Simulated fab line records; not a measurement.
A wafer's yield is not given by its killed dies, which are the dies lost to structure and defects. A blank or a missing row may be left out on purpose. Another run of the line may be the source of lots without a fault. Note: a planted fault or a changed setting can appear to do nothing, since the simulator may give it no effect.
Split-lot study -- flow gf180mcu -- 5 lots, 23 wafers read, on a route of 602 steps

== SPLIT DETAILS ==
At GF_CONTACT_CVD_24 (deposits W, target thk 300 nm, time 90.339 s), the setting tempC was moved away from the recipe's 400 C on 7 of the 23 wafers read, by -1.8% to +1.5%. For the rest of the wafers, this setting stayed at what the recipe calls for.

== FROM THE SPLIT TO THE READING: what the file shows between them, 1 step ==
- GF_CONTACT_RS_MEAS_25: measures by four-point-probe

== THE READING ==
CONTACT_W_THK, in nm, at GF_CONTACT_THK_MEAS_26 (measures by xrf). On this fab line, fault-free wafers typically give 293 nm with a standard deviation of 3.9 nm.

wafer,"tool, chamber at the split","tempC as run, C",against the recipe,"CONTACT_W_THK, nm",against lot-mates on the recipe
L076.1,"cvdW-01, 1",393.2,-1.7%,261,-34
L076.3,"cvdW-01, 0",400,recipe,298,-
L076.4,"cvdW-01, 1",400,recipe,292,-
L076.5,"cvdW-01, 0",393.2,-1.7%,263,-32
L076.6,"cvdW-01, 1",400,recipe,296,-
L077.1,"cvdW-02, 0",400,recipe,297,-
L077.3,"cvdW-02, 0",400,recipe,300,-
L077.4,"cvdW-02, 1",400,recipe,300,-
L077.5,"cvdW-02, 1",400,recipe,294,-
L077.6,"cvdW-02, 0",400,recipe,297,-
L079.1,"cvdW-02, 1",400,recipe,293,-
L079.2,"cvdW-02, 0",405.9,+1.5%,328,+35
L079.3,"cvdW-02, 0",400,recipe,294,-
L079.4,"cvdW-02, 1",405.9,+1.5%,323,+30
L079.5,"cvdW-02, 1",400,recipe,291,-
L080.1,"cvdW-02, 1",392.8,-1.8%,262,-33
L080.2,"cvdW-02, 0",392.8,-1.8%,257,-38
L080.4,"cvdW-02, 0",400,recipe,296,-
L080.5,"cvdW-02, 0",392.8,-1.8%,264,-31
L080.6,"cvdW-02, 1",400,recipe,294,-
L082.2,"cvdW-02, 1",400,recipe,288,-
L082.5,"cvdW-02, 0",400,recipe,294,-
L082.6,"cvdW-02, 1",400,recipe,291,-

FIT RESULTS
A straight line over all 23 wafers: CONTACT_W_THK changes by +19.5 nm for each +1% of tempC; r = +0.98; the points scatter about the line by 3.2 nm.
The same after taking each lot's own level away (the mean of its wafers on the recipe; 23 wafers): +20 nm for each +1%; r = +0.99; scatter 2.5 nm.
On that fit, the largest move of tempC shifts the reading by 36 nm.
The span of the lots' own levels, 291.0 to 297.6 nm, comes to 1.7 times the standard deviation stated above.
Consequently the slope shifts little with the lot-to-lot level, the two slopes agreeing.
Check: with one of the wafers moved furthest among these (-1.8%) left out of the fit, the line predicts -35.9 nm for it against its lot-mates. Against them it came out at -33 nm.

== OTHER SPLITS ON THESE WAFERS ==
These wafers also went through other splits before the reading. Each is held against what the fit with the lots' levels taken away leaves over:
other split on the same wafers,wafers away from the commonest value,r with CONTACT_W_THK (lot level and that fit taken away)
GF_CONTACT_PEB_12 pebTimeS,7,+0.05

== THE WHOLE CHAIN: every reading that the file lists as answering this split, in the file's order ==
step,what it does,reading,change (the file's fit),r (the file's)
GF_CONTACT_CVD_24,"deposits W, target thk 300 nm, time 90.339 s","W_of_CONTACT_CVD_24.thkNm (the simulator's own value, which no gauge read)",+20.5 nm for each +1% of the setting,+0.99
GF_CONTACT_RS_MEAS_25,measures by four-point-probe,CONTACT_W_RS,-0.0281 for each +1% of the setting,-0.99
GF_CONTACT_THK_MEAS_26,measures by xrf,CONTACT_W_THK,+20.1 for each +1% of the setting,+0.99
GF_CONTACT_CMP_27,"polishes, stops on SiO2, t overpolish 15 s, target thk 0 nm",timeToEndpointS,withheld for each +1% of the setting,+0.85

== THE FILE'S OWN FIT ==
CONTACT_W_THK changes by +20.1 nm for each +1% of tempC, r = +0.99.
